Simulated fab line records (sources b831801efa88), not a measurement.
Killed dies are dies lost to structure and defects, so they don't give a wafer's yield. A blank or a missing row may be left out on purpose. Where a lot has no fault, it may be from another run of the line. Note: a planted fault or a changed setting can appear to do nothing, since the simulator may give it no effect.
Which tool is to blame? | flow gf180mcu | 13 lots, 39 wafers sampled, at 2 steps of a route of 602

## WHAT EACH GAUGE READ, for each wafer
GF_M2_OVL_MEAS_15. Usual: for M2_OVL the level is 5 nm and the standard deviation is 6.2.
lot  | measured     | on         | M2_OVL (nm) | flag
L267 | day 19 07:34 | overlay-01 | -1 0 0      |
L268 | day 19 16:25 | overlay-01 | 14 12 17    |
L270 | day 20 10:53 | overlay-02 | 2 -3 -7     |
L271 | day 20 21:58 | overlay-02 | 14 9 16     |
L273 | day 21 15:12 | overlay-01 | 4 7 2       |
L274 | day 22 03:22 | overlay-01 | 7 13 9      |
L279 | day 23 22:58 | overlay-02 | -3 -8 -1    |
L280 | day 24 10:01 | overlay-02 | 10 7 8      |
L285 | day 26 01:07 | overlay-01 | 8 8 4       |
L286 | day 26 03:37 | overlay-02 | -2 6 3      |
L288 | day 26 15:13 | overlay-02 | 13 14 9     |
L289 | day 27 00:24 | overlay-01 | 2 -2 -2     |
L290 | day 27 11:04 | overlay-02 | 10 15 8     |

## WHAT TOOL EACH LOT RAN ON (gives the tool, then ch and the chambers of the sampled wafers, and finally the start)
lot  | GF_V1_SPUTTER_22
L267 | pvd_sputter-03, day 18 06:15
L268 | pvd_sputter-04, day 18 14:55
L270 | pvd_sputter-04, day 19 08:55
L271 | pvd_sputter-03, day 19 20:16
L273 | pvd_sputter-03, day 20 13:31
L274 | pvd_sputter-03, day 21 01:47
L279 | pvd_sputter-03, day 22 22:44
L280 | pvd_sputter-04, day 23 10:07
L285 | pvd_sputter-03, day 25 02:28
L286 | pvd_sputter-01, day 25 05:55
L288 | pvd_sputter-01, day 25 17:31
L289 | pvd_sputter-01, day 26 03:14
L290 | pvd_sputter-03, day 26 13:22
- GF_V1_SPUTTER_22: material TiN, target thk 10 nm, time 40 s.

## AS READ BY THE TOOLS THEMSELVES (means over the sampled wafers that have a number; for cases with no such wafer, the mark the record gives instead)
GF_V1_SPUTTER_22. Usual: throttle_valve_pct at 29.6 %, with a standard deviation of 0.72.
lot  | tool           | throttle_valve_pct (%) | flag
L267 | pvd_sputter-03 | 29.7                   |
L268 | pvd_sputter-04 | 29.4                   |
L270 | pvd_sputter-04 | 29.8                   |
L271 | pvd_sputter-03 | 29.7                   |
L273 | pvd_sputter-03 | 29.3                   |
L274 | pvd_sputter-03 | 29.2                   |
L279 | pvd_sputter-03 | 29.6                   |
L280 | pvd_sputter-04 | 29.5                   |
L285 | pvd_sputter-03 | 29.6                   |
L286 | pvd_sputter-01 | 29.8                   |
L288 | pvd_sputter-01 | 29.7                   |
L289 | pvd_sputter-01 | 29.7                   |
L290 | pvd_sputter-03 | 29.5                   |

## THE ANSWER, worked out from the rows above alone
Rule: a lot counts as off when the mean over its wafers that have a number is more than 3 standard deviations away from the usual mean. A lot without any number at a reading at which 4 lots or more have one is off too. Where the step has rows for the other lots, those lots are counted as sound. The gauges are gone through in route order, then the tools' own readings, and for those a lot's mean is taken as printed above. At the first step where some lot is off, the reading lying furthest off is the one used; lots without a number count as furthest.
Nothing can be told from this: no lot is off at any reading shown.

## WHAT THE SIMULATOR PUT IN
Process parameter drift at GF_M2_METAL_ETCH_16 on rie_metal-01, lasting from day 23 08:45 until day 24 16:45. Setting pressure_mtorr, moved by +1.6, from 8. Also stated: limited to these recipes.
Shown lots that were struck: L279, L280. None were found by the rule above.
